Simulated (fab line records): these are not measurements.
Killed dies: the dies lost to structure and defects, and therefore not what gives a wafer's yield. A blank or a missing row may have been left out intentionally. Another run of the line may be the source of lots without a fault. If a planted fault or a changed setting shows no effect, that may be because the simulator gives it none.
fab line records / flow sky130
record lots=6 wafers=18 last_day=49
route steps=708 shown LDD_N@249 LDD_P@255 PAD_OPEN@708
lots untouched by any fault: they come from a run of this same line in which no faults occurred
start_h: hours from the record's first day to the start of the lot's first wafer shown / wait_h: hours elapsed since this lot's preceding step / " unchanged from the row above / L1.1+2: several wafers, shown together as one row / - no value present, or no start provided / * or withheld: withheld / < > ~ a bound
route shown NAME@n: a module of which the file shows steps, and the number in the route of the first / usual: mean/standard deviation of fault-free wafers / same: alike in all rows / chamber/n: place in a boat / sites: the reading at each site / _std_site: their standard deviation / _edge_site: mean of outer sites minus mean of inner sites / radius_mm: how far each site lies from the wafer's centre / mask NAME#n: copy n / behind: tool/chamber where the wafer was last shaped / hold: why the lot was held/for how many hours/how that ended / device: which transistor (n, p or np) failed to switch / end of line: the route-end tests of the same wafers / a step given without rows: its recipe and nothing more / killed: at the first sort, the dies lost to defects and structure; wafer yield is something else / map: the dies of a wafer, with x for killed, . for not killed, _ for no die there
set.NAME: setting as actually run; set.NAME@STEP: the setting as run at that earlier step / model.NAME: the simulator's own value behind a step, which no gauge read
lots at selected steps of the route; one table per step, one row per wafer
services: from which hour (start_h, from the record's first day; less than 0 if before it) a tool's chamber was out of use, for how many hours, and why
## steps
# step SKY_LDD_N_IMPLANT_12
# recipe species=BF2 energy_kev=50 dose_cm2=5e+12 tilt_deg=30 rotation_deg=0
# step SKY_LDD_N_IMPLANT_13
# recipe species=BF2 energy_kev=50 dose_cm2=5e+12 tilt_deg=30 rotation_deg=90
# step SKY_LDD_N_IMPLANT_14
# recipe species=BF2 energy_kev=50 dose_cm2=5e+12 tilt_deg=30 rotation_deg=180
# step SKY_LDD_N_IMPLANT_15
# recipe species=BF2 energy_kev=50 dose_cm2=5e+12 tilt_deg=30 rotation_deg=270
# step SKY_LDD_N_STRIP_16
# recipe chemistry=O2/N2 power_w=1400 pressure_mtorr=1500 platen_temp_c=withheld o2_flow_sccm=3000 n2_flow_sccm=300 overash_fraction=0.5
# usual drypump_motor_current_A=5.72/0.28 oes_product_au=0.407/0.0043 strip_time_to_endpoint_s=4.313/0.014
# same overash_fraction=0.5
lot.wafer=L867.2 tool=plasma_asher-03 chamber=0 start_h=395.30 wait_h=0.1 drypump_motor_current_A=5.76 oes_product_au=0.411 rf_hours_counter_h=28 strip_time_to_endpoint_s=4.308
lot.wafer=L867.3 tool=plasma_asher-03 chamber=1 start_h=395.30 wait_h=0.1 drypump_motor_current_A=5.72 oes_product_au=0.403 rf_hours_counter_h=- strip_time_to_endpoint_s=4.285
lot.wafer=L867.5 tool=plasma_asher-03 chamber=0 start_h=395.30 wait_h=0.1 drypump_motor_current_A=5.77 oes_product_au=0.410 rf_hours_counter_h=- strip_time_to_endpoint_s=4.309
lot.wafer=L874.1 tool=plasma_asher-04 chamber=1 start_h=458.11 wait_h=0.1 drypump_motor_current_A=5.17 oes_product_au=0.407 rf_hours_counter_h=3 strip_time_to_endpoint_s=4.320
lot.wafer=L874.3 tool=plasma_asher-04 chamber=0 start_h=458.11 wait_h=0.1 drypump_motor_current_A=6.12 oes_product_au=0.410 rf_hours_counter_h=- strip_time_to_endpoint_s=4.315
lot.wafer=L874.5 tool=plasma_asher-04 chamber=0 start_h=458.11 wait_h=0.1 drypump_motor_current_A=6.10 oes_product_au=0.403 rf_hours_counter_h=- strip_time_to_endpoint_s=4.308
lot.wafer=L880.3 tool=plasma_asher-02 chamber=0 start_h=508.03 wait_h=0.1 drypump_motor_current_A=6.09 oes_product_au=0.401 rf_hours_counter_h=- strip_time_to_endpoint_s=4.314
lot.wafer=L880.4 tool=plasma_asher-02 chamber=1 start_h=508.03 wait_h=0.1 drypump_motor_current_A=5.46 oes_product_au=0.406 rf_hours_counter_h=- strip_time_to_endpoint_s=4.323
lot.wafer=L880.6 tool=plasma_asher-02 chamber=0 start_h=508.03 wait_h=0.1 drypump_motor_current_A=6.12 oes_product_au=0.400 rf_hours_counter_h=- strip_time_to_endpoint_s=4.302
lot.wafer=L881.2 tool=plasma_asher-04 chamber=1 start_h=518.72 wait_h=0.1 drypump_motor_current_A=5.19 oes_product_au=0.406 rf_hours_counter_h=8 strip_time_to_endpoint_s=4.281
lot.wafer=L881.3 tool=plasma_asher-04 chamber=1 start_h=518.72 wait_h=0.1 drypump_motor_current_A=5.21 oes_product_au=0.402 rf_hours_counter_h=- strip_time_to_endpoint_s=4.299
lot.wafer=L881.4 tool=plasma_asher-04 chamber=0 start_h=518.72 wait_h=0.1 drypump_motor_current_A=6.10 oes_product_au=0.403 rf_hours_counter_h=- strip_time_to_endpoint_s=4.298
lot.wafer=L882.2 tool=plasma_asher-03 chamber=0 start_h=530.45 wait_h=0.1 drypump_motor_current_A=5.74 oes_product_au=0.399 rf_hours_counter_h=43 strip_time_to_endpoint_s=4.312
lot.wafer=L882.5 tool=plasma_asher-03 chamber=0 start_h=530.45 wait_h=0.1 drypump_motor_current_A=5.73 oes_product_au=0.404 rf_hours_counter_h=- strip_time_to_endpoint_s=4.332
lot.wafer=L882.6 tool=plasma_asher-03 chamber=1 start_h=530.45 wait_h=0.1 drypump_motor_current_A=5.70 oes_product_au=0.409 rf_hours_counter_h=- strip_time_to_endpoint_s=4.296
lot.wafer=L884.2 tool=plasma_asher-03 chamber=0 start_h=544.45 wait_h=0.1 drypump_motor_current_A=5.75 oes_product_au=0.406 rf_hours_counter_h=44 strip_time_to_endpoint_s=4.304
lot.wafer=L884.3 tool=plasma_asher-03 chamber=1 start_h=544.45 wait_h=0.1 drypump_motor_current_A=5.72 oes_product_au=0.407 rf_hours_counter_h=- strip_time_to_endpoint_s=4.296
lot.wafer=L884.6 tool=plasma_asher-03 chamber=1 start_h=544.45 wait_h=0.1 drypump_motor_current_A=5.68 oes_product_au=0.402 rf_hours_counter_h=- strip_time_to_endpoint_s=4.306
# step SKY_LDD_N_TW_MEAS_17
# usual LDD_N_TW=2596/13
lot.wafer=L867.2 tool=film_metro-01 chamber=- start_h=395.41 wait_h=0.1 LDD_N_TW=2623
lot.wafer=L867.3 tool=film_metro-01 chamber=- start_h=395.41 wait_h=0.1 LDD_N_TW=2627
lot.wafer=L867.5 tool=film_metro-01 chamber=- start_h=395.41 wait_h=0.1 LDD_N_TW=2616
lot.wafer=L874.1 tool=film_metro-03 chamber=- start_h=458.21 wait_h=0.1 LDD_N_TW=2585
lot.wafer=L874.3 tool=film_metro-03 chamber=- start_h=458.21 wait_h=0.1 LDD_N_TW=2566
lot.wafer=L874.5 tool=film_metro-03 chamber=- start_h=458.21 wait_h=0.1 LDD_N_TW=2566
lot.wafer=L880.3 tool=film_metro-02 chamber=- start_h=508.12 wait_h=0.1 LDD_N_TW=2597
lot.wafer=L880.4 tool=film_metro-02 chamber=- start_h=508.12 wait_h=0.1 LDD_N_TW=2597
lot.wafer=L880.6 tool=film_metro-02 chamber=- start_h=508.12 wait_h=0.1 LDD_N_TW=2591
lot.wafer=L881.2 tool=film_metro-01 chamber=- start_h=518.83 wait_h=0.1 LDD_N_TW=2615
lot.wafer=L881.3 tool=film_metro-01 chamber=- start_h=518.83 wait_h=0.1 LDD_N_TW=2610
lot.wafer=L881.4 tool=film_metro-01 chamber=- start_h=518.83 wait_h=0.1 LDD_N_TW=2604
lot.wafer=L882.2 tool=film_metro-03 chamber=- start_h=530.56 wait_h=0.1 LDD_N_TW=2589
lot.wafer=L882.5 tool=film_metro-03 chamber=- start_h=530.56 wait_h=0.1 LDD_N_TW=2588
lot.wafer=L882.6 tool=film_metro-03 chamber=- start_h=530.56 wait_h=0.1 LDD_N_TW=2597
lot.wafer=L884.2 tool=film_metro-02 chamber=- start_h=544.56 wait_h=0.1 LDD_N_TW=2606
lot.wafer=L884.3 tool=film_metro-02 chamber=- start_h=544.56 wait_h=0.1 LDD_N_TW=2605
lot.wafer=L884.6 tool=film_metro-02 chamber=- start_h=544.56 wait_h=0.1 LDD_N_TW=2604
# step SKY_LDD_P_DEHYDRATE_00
# recipe temp_c=200 time_s=60
# step SKY_LDD_P_HMDS_01
# recipe prime_time_s=60 prime_temp_c=120
# step SKY_LDD_P_COAT_02
# recipe resist=NOVOLAK spin_rpm=3000 resist_thk_nm=1140
# step SKY_LDD_P_SOFTBAKE_03
# recipe temp_c=90 time_s=60 resist=NOVOLAK
# step SKY_LDD_P_EXPOSE_04
# recipe mask_id=PSDM na=0.6 source_shape=conventional sigma_outer=0.6 polarization=unpolarized target_cd_nm=380 dose_mj=138
# step SKY_LDD_P_PEB_05
# recipe temp_c=withheld time_s=* resist=NOVOLAK
# step SKY_LDD_P_DEVELOP_06
# recipe resist=NOVOLAK developer=TMAH develop_time_s=60 dev_temp_c=23
# usual chill_plate_temp_C=23.01/0.098
lot.wafer=L867.2 tool=litho_track-01 chamber=0 start_h=425.02 wait_h=0.1 chill_plate_temp_C=22.94
lot.wafer=L867.3 tool=litho_track-01 chamber=0 start_h=425.02 wait_h=0.1 chill_plate_temp_C=23.01
lot.wafer=L867.5 tool=litho_track-01 chamber=0 start_h=425.02 wait_h=0.1 chill_plate_temp_C=22.96
lot.wafer=L874.1 tool=litho_track-02 chamber=0 start_h=489.27 wait_h=0.1 chill_plate_temp_C=22.88
lot.wafer=L874.3 tool=litho_track-02 chamber=0 start_h=489.27 wait_h=0.1 chill_plate_temp_C=22.95
lot.wafer=L874.5 tool=litho_track-02 chamber=0 start_h=489.27 wait_h=0.1 chill_plate_temp_C=23.01
lot.wafer=L880.3 tool=litho_track-03 chamber=0 start_h=537.96 wait_h=0.1 chill_plate_temp_C=22.89
lot.wafer=L880.4 tool=litho_track-03 chamber=0 start_h=537.96 wait_h=0.1 chill_plate_temp_C=23.06
lot.wafer=L880.6 tool=litho_track-03 chamber=0 start_h=537.96 wait_h=0.1 chill_plate_temp_C=23.17
lot.wafer=L881.2 tool=litho_track-02 chamber=0 start_h=548.69 wait_h=0.1 chill_plate_temp_C=22.90
lot.wafer=L881.3 tool=litho_track-02 chamber=0 start_h=548.69 wait_h=0.1 chill_plate_temp_C=23.03
lot.wafer=L881.4 tool=litho_track-02 chamber=0 start_h=548.69 wait_h=0.1 chill_plate_temp_C=22.96
lot.wafer=L882.2 tool=litho_track-03 chamber=0 start_h=560.94 wait_h=0.1 chill_plate_temp_C=22.92
lot.wafer=L882.5 tool=litho_track-03 chamber=0 start_h=560.94 wait_h=0.1 chill_plate_temp_C=22.86
lot.wafer=L882.6 tool=litho_track-03 chamber=0 start_h=560.94 wait_h=0.1 chill_plate_temp_C=22.89
lot.wafer=L884.2 tool=litho_track-02 chamber=0 start_h=574.89 wait_h=0.1 chill_plate_temp_C=23.08
lot.wafer=L884.3 tool=litho_track-02 chamber=0 start_h=574.89 wait_h=0.1 chill_plate_temp_C=22.96
lot.wafer=L884.6 tool=litho_track-02 chamber=0 start_h=574.89 wait_h=0.1 chill_plate_temp_C=23.10
# step SKY_LDD_P_CD_MEAS_07
# recipe target_cd_nm=380
# usual cd_nm=380.2/2.3
lot.wafer=L867.2 tool=cd_sem-02 chamber=- start_h=425.17 wait_h=0.1 cd_nm=378.3
lot.wafer=L867.3 tool=cd_sem-02 chamber=- start_h=425.17 wait_h=0.1 cd_nm=379.5
lot.wafer=L867.5 tool=cd_sem-02 chamber=- start_h=425.17 wait_h=0.1 cd_nm=377.6
lot.wafer=L874.1 tool=cd_sem-02 chamber=- start_h=489.42 wait_h=0.1 cd_nm=380.5
lot.wafer=L874.3 tool=cd_sem-02 chamber=- start_h=489.42 wait_h=0.1 cd_nm=381.4
lot.wafer=L874.5 tool=cd_sem-02 chamber=- start_h=489.42 wait_h=0.1 cd_nm=382.0
lot.wafer=L880.3 tool=cd_sem-02 chamber=- start_h=538.10 wait_h=0.1 cd_nm=381.8
lot.wafer=L880.4 tool=cd_sem-02 chamber=- start_h=538.10 wait_h=0.1 cd_nm=381.8
lot.wafer=L880.6 tool=cd_sem-02 chamber=- start_h=538.10 wait_h=0.1 cd_nm=384.8
lot.wafer=L881.2 tool=cd_sem-01 chamber=- start_h=548.84 wait_h=0.1 cd_nm=377.3
lot.wafer=L881.3 tool=cd_sem-01 chamber=- start_h=548.84 wait_h=0.1 cd_nm=392.2
lot.wafer=L881.4 tool=cd_sem-01 chamber=- start_h=548.84 wait_h=0.1 cd_nm=374.9
lot.wafer=L882.2 tool=cd_sem-01 chamber=- start_h=561.08 wait_h=0.1 cd_nm=380.6
lot.wafer=L882.5 tool=cd_sem-01 chamber=- start_h=561.08 wait_h=0.1 cd_nm=381.6
lot.wafer=L882.6 tool=cd_sem-01 chamber=- start_h=561.08 wait_h=0.1 cd_nm=381.0
lot.wafer=L884.2 tool=cd_sem-02 chamber=- start_h=575.04 wait_h=0.1 cd_nm=379.4
lot.wafer=L884.3 tool=cd_sem-02 chamber=- start_h=575.04 wait_h=0.1 cd_nm=397.7
lot.wafer=L884.6 tool=cd_sem-02 chamber=- start_h=575.04 wait_h=0.1 cd_nm=397.0
# step SKY_LDD_P_OVL_MEAS_08
# usual LDD_P_OVL=-0.1/1.4
lot.wafer=L867.2 tool=overlay-01 chamber=- start_h=425.27 wait_h=0.1 LDD_P_OVL[nm]=0.4
lot.wafer=L867.3 tool=overlay-01 chamber=- start_h=425.27 wait_h=0.1 LDD_P_OVL[nm]=-1.2
lot.wafer=L867.5 tool=overlay-01 chamber=- start_h=425.27 wait_h=0.1 LDD_P_OVL[nm]=1.1
lot.wafer=L874.1 tool=overlay-02 chamber=- start_h=489.54 wait_h=0.1 LDD_P_OVL[nm]=-1.7
lot.wafer=L874.3 tool=overlay-02 chamber=- start_h=489.54 wait_h=0.1 LDD_P_OVL[nm]=-1.4
lot.wafer=L874.5 tool=overlay-02 chamber=- start_h=489.54 wait_h=0.1 LDD_P_OVL[nm]=-3.2
lot.wafer=L880.3 tool=overlay-02 chamber=- start_h=538.20 wait_h=0.1 LDD_P_OVL[nm]=0.1
lot.wafer=L880.4 tool=overlay-02 chamber=- start_h=538.20 wait_h=0.1 LDD_P_OVL[nm]=-1.3
lot.wafer=L880.6 tool=overlay-02 chamber=- start_h=538.20 wait_h=0.1 LDD_P_OVL[nm]=-1.1
lot.wafer=L881.2 tool=overlay-02 chamber=- start_h=548.94 wait_h=0.1 LDD_P_OVL[nm]=0.8
lot.wafer=L881.3 tool=overlay-02 chamber=- start_h=548.94 wait_h=0.1 LDD_P_OVL[nm]=-0.2
lot.wafer=L881.4 tool=overlay-02 chamber=- start_h=548.94 wait_h=0.1 LDD_P_OVL[nm]=0.8
lot.wafer=L882.2 tool=overlay-02 chamber=- start_h=561.19 wait_h=0.1 LDD_P_OVL[nm]=1.1
lot.wafer=L882.5 tool=overlay-02 chamber=- start_h=561.19 wait_h=0.1 LDD_P_OVL[nm]=-0.3
lot.wafer=L882.6 tool=overlay-02 chamber=- start_h=561.19 wait_h=0.1 LDD_P_OVL[nm]=0.3
lot.wafer=L884.2 tool=overlay-02 chamber=- start_h=575.14 wait_h=0.1 LDD_P_OVL[nm]=1.0
lot.wafer=L884.3 tool=overlay-02 chamber=- start_h=575.14 wait_h=0.1 LDD_P_OVL[nm]=0.4
lot.wafer=L884.6 tool=overlay-02 chamber=- start_h=575.14 wait_h=0.1 LDD_P_OVL[nm]=1.8
# step SKY_PAD_OPEN_PROBE_99
# usual killed_at_M0_to_M3=42/7.4 killed_at_M4_up=3.4/1.8 killed_at_contacts=25/5.4 killed_at_front_end=15/4.4 killed_at_other=0.2/0.52 killed_dies=86/9.3 killed_on_rim=17/3.9 killed_open=47/7.6 killed_short=39/6.5
# same gross_dies=492 killed_at_back_side=0
lot.wafer=L880.3 tool=prober-02 chamber=- start_h=1143.70 wait_h=0.2 killed_at_M0_to_M3=29 killed_at_M4_up=5 killed_at_contacts=29 killed_at_front_end=17 killed_at_other=0 killed_dies=80 killed_on_rim=17 killed_open=39 killed_short=41
lot.wafer=L880.4 tool=prober-02 chamber=- start_h=1143.75 wait_h=0.2 killed_at_M0_to_M3=40 killed_at_M4_up=3 killed_at_contacts=19 killed_at_front_end=21 killed_at_other=0 killed_dies=83 killed_on_rim=18 killed_open=40 killed_short=43
lot.wafer=L880.6 tool=prober-02 chamber=- start_h=1143.85 wait_h=0.2 killed_at_M0_to_M3=37 killed_at_M4_up=2 killed_at_contacts=25 killed_at_front_end=14 killed_at_other=1 killed_dies=79 killed_on_rim=13 killed_open=38 killed_short=41
lot.wafer=L881.4 tool=prober-02 chamber=- start_h=1152.33 wait_h=0.2 killed_at_M0_to_M3=39 killed_at_M4_up=2 killed_at_contacts=21 killed_at_front_end=26 killed_at_other=1 killed_dies=89 killed_on_rim=15 killed_open=52 killed_short=37
lot.wafer=L882.6 tool=prober-01 chamber=- start_h=1160.72 wait_h=0.2 killed_at_M0_to_M3=39 killed_at_M4_up=5 killed_at_contacts=31 killed_at_front_end=22 killed_at_other=0 killed_dies=97 killed_on_rim=18 killed_open=43 killed_short=54
lot.wafer=L884.2 tool=prober-01 chamber=- start_h=1166.54 wait_h=0.1 killed_at_M0_to_M3=35 killed_at_M4_up=3 killed_at_contacts=25 killed_at_front_end=9 killed_at_other=1 killed_dies=73 killed_on_rim=11 killed_open=45 killed_short=28
lot.wafer=L884.6 tool=prober-01 chamber=- start_h=1166.74 wait_h=0.2 killed_at_M0_to_M3=36 killed_at_M4_up=5 killed_at_contacts=35 killed_at_front_end=17 killed_at_other=0 killed_dies=93 killed_on_rim=19 killed_open=48 killed_short=45
# killed by level:class
L880.3 CONTACT:geometric_particle:open=13 VIA2:geometric_particle:open=8 FIELD_ISO:geometric_particle:short=6 POLY_GATE:geometric_particle:short=5 LI_CONTACT:geometric_particle:open=5 CONTACT:geometric_particle:short=5 METAL4:geometric_particle:short=5 VIA3:geometric_particle:short=4
L880.4 CONTACT:geometric_particle:open=10 VIA1:geometric_particle:open=8 VIA3:geometric_particle:open=8 POLY_GATE:geometric_particle:short=7 FIELD_ISO:geometric_particle:short=5 CONTACT:geometric_particle:short=5 VIA2:geometric_particle:open=5 FIELD_ISO:geometric_particle:open=4
L880.6 VIA1:geometric_particle:open=10 LI_CONTACT:geometric_particle:open=8 CONTACT:geometric_particle:open=7 CONTACT:geometric_particle:short=7 VIA3:geometric_particle:short=7 METAL2:geometric_particle:short=6 POLY_GATE:geometric_particle:open=4 POLY_GATE:geometric_particle:short=3
L881.4 VIA1:geometric_particle:open=14 CONTACT:geometric_particle:open=10 FIELD_ISO:geometric_particle:open=8 METAL1:geometric_particle:short=6 FIELD_ISO:geometric_particle:short=5 POLY_GATE:geometric_particle:short=5 LI_CONTACT:geometric_particle:open=5 VIA2:geometric_particle:open=5
L882.6 METAL2:geometric_particle:short=13 CONTACT:geometric_particle:open=10 FIELD_ISO:geometric_particle:open=6 POLY_GATE:geometric_particle:short=6 LI_CONTACT:geometric_particle:open=6 FIELD_ISO:geometric_particle:short=5 LOCAL_INTERCONNECT:geometric_particle:short=5 CONTACT:geometric_particle:short=5
L884.2 CONTACT:geometric_particle:open=8 VIA1:geometric_particle:open=8 VIA3:geometric_particle:open=7 LI_CONTACT:geometric_particle:open=7 CONTACT:geometric_particle:short=5 VIA2:geometric_particle:open=5 METAL1:geometric_particle:short=3 POLY_GATE:geometric_particle:short=3
L884.6 LOCAL_INTERCONNECT:geometric_particle:short=11 CONTACT:geometric_particle:open=9 LI_CONTACT:geometric_particle:open=7 CONTACT:geometric_particle:short=7 VIA3:geometric_particle:open=7 POLY_GATE:geometric_particle:short=6 VIA1:geometric_particle:open=6 VIA2:geometric_particle:open=6
## services
tool=plasma_asher-03 chamber=- start_h=411.66 hours=0.6 kind=repair
tool=plasma_asher-04 chamber=- start_h=421.25 hours=9.0 kind=pm
tool=plasma_asher-04 chamber=0 start_h=421.25 hours=9.0 kind=vent_cycle
tool=plasma_asher-04 chamber=1 start_h=421.25 hours=9.0 kind=vent_cycle
tool=plasma_asher-04 chamber=0 start_h=430.25 hours=- kind=clean
tool=plasma_asher-04 chamber=1 start_h=430.25 hours=- kind=clean
tool=plasma_asher-04 chamber=- start_h=507.15 hours=6.7 kind=repair
tool=plasma_asher-02 chamber=- start_h=513.63 hours=28.1 kind=pm
tool=plasma_asher-02 chamber=- start_h=566.97 hours=3.0 kind=repair
## key
first_sign step=SKY_LDD_P_CD_MEAS_07 reading=cd_nm direction=up sigmas=6.9 usual=380.2 struck=395.6
effect none on later readings
met_at SKY_LDD_P_DEVELOP_06
struck_wafers L881.3,L884.3,L884.6
tester_left_out L881,L884
onset_between 489.27 548.69
fault kind=process_parameter_drift tool=litho_track-02 chamber=- onset_h=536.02 steps=SKY_LDD_P_DEVELOP_06 channel=develop_time_s offset=* shape=step end_h=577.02 scope=struck_wafers_only acts_in=* stated=*
# tester_left_out: of these lots the tester's yield and bins aren't shown, on N5 and GAA mostly nor the transistor test; their killed dies are dies lost to structure and defects alone, not to doping, threshold or leakage, so they don't give the yield
